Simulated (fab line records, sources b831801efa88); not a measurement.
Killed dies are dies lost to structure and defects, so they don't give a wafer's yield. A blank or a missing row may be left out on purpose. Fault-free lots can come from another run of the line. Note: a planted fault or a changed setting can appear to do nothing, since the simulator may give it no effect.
Matching of chambers | flow sky130 | 4 sister chambers for SKY_CONTACT_ETCH_18 on rie diel-04
The step etches Si3N4 in CHF3/O2, stops on TiN, time 39 s, target depth 75 nm. 14 wafers are shown with their chamber, then 7 later ones without.

WAFERS, EACH WITH ITS CHAMBER
wafer  | chamber | drypump motor current A (A) | oes product au (a.u.) | bias w (W)
L257.2 | 3       | 5.4                         | 0.867                 | 199.6
L257.3 | 2       | 5.1                         | 0.856                 | 199.9
L257.4 | 1       | 6.2                         | 0.862                 | 200.9
L258.3 | 2       | 5.1                         | 0.861                 | 199.8
L258.5 | 3       | 5.4                         | 0.857                 | 199.6
L258.6 | 2       | 5.1                         | 0.863                 | 199.4
L260.1 | 0       | 5.0                         | 0.853                 | 199.1
L260.3 | 3       | 5.5                         | 0.859                 | 199.9
L260.5 | 1       | 6.3                         | 0.860                 | 199.8
L264.1 | 1       | 6.3                         | 0.865                 | 200.2
L264.2 | 0       | 5.0                         | 0.851                 | 199.4
L264.4 | 3       | 5.4                         | 0.861                 | 200.6
L271.1 | 0       | 5.0                         | 0.847                 | 199.9
L271.3 | 3       | 5.5                         | 0.863                 | 199.9

SIGNATURES, as means of the wafers listed above
reading                 | chamber 0 | chamber 1 | chamber 2 | chamber 3 | scatter within a chamber
drypump motor current A | 5.000     | 6.267     | 5.100     | 5.440     | 0.0432
oes product au          | 0.85033   | 0.86233   | 0.86000   | 0.86140   | 0.00341
bias w                  | 199.467   | 200.300   | 199.700   | 199.920   | 0.419
Rule: distance of a wafer from a chamber = root of the sum over the readings of ((wafer's reading minus chamber's mean) / reading's scatter) squared. The wafer belongs to the nearest chamber; if the next one is less than 2 further off, it can't be placed. How the scatter is found: for the shown wafers, subtract from each reading the mean of its chamber, square and add these, divide the total by (wafers less chambers), then take the root.

WAFERS WITHOUT THEIR CHAMBER
wafer  | drypump motor current A (A) | oes product au (a.u.) | bias w (W)
L271.4 | 5.2                         | 0.870                 | 200.1
L278.1 | 5.4                         | 0.852                 | 199.3
L278.4 | 6.3                         | 0.866                 | 200.2
L278.5 | 5.2                         | 0.870                 | 200.8
L280.2 | 5.0                         | 0.844                 | 199.6
L280.3 | 5.4                         | 0.850                 | 200.3
L280.6 | 6.3                         | 0.853                 | 199.3

THE CHAMBER EACH PASSED THROUGH
wafer  | from the rows above     | in truth
L271.4 | 2                       | 2
L278.1 | 3                       | 3
L278.4 | 1                       | 1
L278.5 | can't be placed: 2 or 3 | 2
L280.2 | 0                       | 0
L280.3 | 3                       | 3
L280.6 | 1                       | 1
Correct placement for 6 of the 7. Cannot be placed on the basis of these rows: 1; the candidates contain the true chamber in 1. Placed wrongly: 0.
